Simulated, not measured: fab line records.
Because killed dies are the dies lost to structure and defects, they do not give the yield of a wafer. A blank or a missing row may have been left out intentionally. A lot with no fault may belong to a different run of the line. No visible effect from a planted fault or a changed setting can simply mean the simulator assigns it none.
Which tool was responsible?	flow sky130	Sampling: 14 lots, 42 wafers, 5 of 708 route steps

## WHAT EACH GAUGE READ, for each wafer
SKY_VT_ADJUST_PCH_TW_MEAS_10. Usual: VT_ADJUST_PCH_TW gives 144.7 (standard deviation 0.6).
lot	measured	on	VT_ADJUST_PCH_TW	flag
L501	day 10 05:33	film metro-04	143.8 145.1 145.1	
L504	day 11 04:56	film metro-03	145.5 144.8 144.8	
L505	day 11 15:55	film metro-03	144.7 145.1 143.4	
L506	day 12 00:38	film metro-04	144.1 143.8 143.1	
L507	day 12 08:43	film metro-02	144.8 145.6 145.0	
L508	day 12 19:28	film metro-04	143.7 144.0 143.7	
L509	day 13 00:37	film metro-04	145.1 144.4 144.9	
L510	day 13 13:24	film metro-02	143.8 144.0 144.1	
L511	day 13 17:25	film metro-02	145.1 144.2 145.0	
L512	day 13 22:23	film metro-04	144.8 145.6 144.3	
L513	day 14 07:06	film metro-03	144.7 144.7 144.4	
L520	day 16 07:53	film metro-02	143.6 144.9 144.8	
L521	day 16 14:28	film metro-02	145.5 144.4 146.2	
L524	day 17 19:48	film metro-03	144.4 144.0 144.5	

SKY_SD_N_CD_MEAS_07 targets a cd of 380 nm. Usual: cd nm reads 380.2 nm (standard deviation 2.2).
lot	measured	on	cd nm (nm)	flag
L501	day 27 08:11	cd sem-02	379.2 381.2 379.4	
L504	day 28 17:02	cd sem-01	383.0 382.7 381.1	
L505	day 29 03:35	cd sem-01	378.2 379.1 377.6	
L506	day 29 16:05	cd sem-02	377.2 379.6 375.8	
L507	day 30 15:44	cd sem-02	380.5 379.1 382.7	
L508	day 30 15:19	cd sem-02	379.6 382.3 382.0	
L509	day 30 13:45	cd sem-02	382.9 381.9 381.6	
L510	day 31 03:19	cd sem-01	378.5 377.7 379.4	
L511	day 31 13:31	cd sem-02	379.7 380.9 382.3	
L512	day 31 15:24	cd sem-01	383.7 382.2 382.5	
L513	day 32 00:25	cd sem-01	379.4 380.7 379.4	
L520	day 34 00:50	cd sem-01	386.3 386.8 385.9	
L521	day 34 05:38	cd sem-01	387.3 384.8 385.7	
L524	day 36 07:59	cd sem-01	380.1 381.0 379.2	

SKY_LI_CONTACT_BOW_MEAS_03. Usual: LI_CONTACT_BOW gives 56 um (standard deviation 6.9).
lot	measured	on	LI_CONTACT_BOW (um)	flag
L501	day 27 09:52	film metro-03	56 57 60	
L504	day 28 18:43	film metro-03	53 54 53	
L505	day 29 05:17	film metro-03	53 53 47	
L506	day 29 17:46	film metro-02	62 67 77	
L507	day 30 17:39	film metro-02	49 50 49	
L508	day 30 17:02	film metro-03	66 44 56	
L509	day 30 15:29	film metro-02	53 57 52	
L510	day 31 04:59	film metro-04	43 56 49	
L511	day 31 15:13	film metro-04	60 51 65	
L512	day 31 17:05	film metro-02	57 56 53	
L513	day 32 02:05	film metro-04	57 56 49	
L520	day 34 02:31	film metro-04	45 59 52	
L521	day 34 07:19	film metro-03	61 61 52	
L524	day 36 09:39	film metro-03	44 67 61	

SKY_CONTACT_THK_MEAS_03. Usual: CONTACT_HDPCVD_THK gives 564 nm (standard deviation 6.1).
lot	measured	on	CONTACT_HDPCVD_THK (nm)	flag
L501	day 29 22:44	film metro-04	552 560 554	
L504	day 31 04:45	film metro-02	575 564 566	
L505	day 31 15:18	film metro-01	551 561 557	
L506	day 32 03:32	film metro-04	557 569 558	
L507	day 33 02:11	film metro-04	560 553 554	
L508	day 33 01:25	film metro-01	568 565 576	
L509	day 32 23:15	film metro-02	568 564 556	
L510	day 33 14:28	film metro-01	565 565 569	
L511	day 33 23:10	film metro-01	561 559 566	
L512	day 34 02:00	film metro-01	557 563 567	
L513	day 34 10:12	film metro-01	575 562 567	
L520	day 36 09:44	film metro-01	572 560 561	
L521	day 36 14:50	film metro-02	560 567 556	
L524	day 38 15:07	film metro-01	559 565 561	

## WHICH TOOL RAN EACH LOT (tool, then ch and the chambers of the sampled wafers, then the start)
lot	SKY_SD_N_DEVELOP_06
L501	litho track-01 ch 0, day 27 08:02
L504	litho track-03 ch 0, day 28 16:53
L505	litho track-03 ch 0, day 29 03:26
L506	litho track-03 ch 0, day 29 15:56
L507	litho track-03 ch 0, day 30 15:35
L508	litho track-02 ch 0, day 30 15:11
L509	litho track-02 ch 0, day 30 13:36
L510	litho track-03 ch 0, day 31 03:10
L511	litho track-02 ch 0, day 31 13:23
L512	litho track-02 ch 0, day 31 15:15
L513	litho track-03 ch 0, day 32 00:16
L520	litho track-03 ch 0, day 34 00:41
L521	litho track-03 ch 0, day 34 05:29
L524	litho track-02 ch 0, day 36 07:50
- SKY_SD_N_DEVELOP_06: develop time 60 s.

## WHAT THE TOOLS THEMSELVES READ (means of the sampled wafers that have a number; where no wafer has one, the mark that the record gives instead)
SKY_SD_N_DEVELOP_06. Usual: developer temp C reads 23.02 C (standard deviation 0.11).
lot	tool	developer temp C (C)	flag
L501	litho track-01	23.07	
L504	litho track-03	22.95	
L505	litho track-03	23.15	
L506	litho track-03	23.13	
L507	litho track-03	23.10	
L508	litho track-02	23.01	
L509	litho track-02	22.98	
L510	litho track-03	22.99	
L511	litho track-02	23.01	
L512	litho track-02	22.94	
L513	litho track-03	22.82	
L520	litho track-03	20.75	OFF
L521	litho track-03	20.84	OFF
L524	litho track-02	22.92	

## THE ANSWER, worked out from the rows above alone
Rule: a lot is off if the mean of its wafers that have a number lies more than 3 standard deviations from the usual mean. A lot without any number at a reading at which 4 lots or more have one is off too. Any other lot the step has rows for is counted as sound. After the gauges, taken in route order, come the tools' own readings; for these a lot's mean is taken, as printed above. The first step at which some lot is off is used, and at that step the reading that is off furthest; a lot without a number counts as furthest.
Off: L520, L521, at SKY_SD_N_DEVELOP_06 (developer temp C).
A tool fits if, at that step or a process step before it, it ran every lot that is off, and no sound lot after the first of them. One candidate fits, namely litho track-03 at SKY_SD_N_DEVELOP_06. A fault onset in the window from L513 (day 32 00:16, its last sound lot) to L520 (day 34 00:41, its first lot off) fits.
The tool's own readings at SKY_SD_N_DEVELOP_06 bear it out: on the lots that are off they differ by more than 5 times the standard deviation of the sound lots' means. developer temp C reads 20.80 C there against 23.01 C on the sound lots.

## WHAT THE SIMULATOR PUT IN
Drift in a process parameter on litho track-03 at SKY_SD_N_DEVELOP_06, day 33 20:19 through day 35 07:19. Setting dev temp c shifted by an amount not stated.
Struck lots among those shown: L520, L521. Same finding as the rule above.
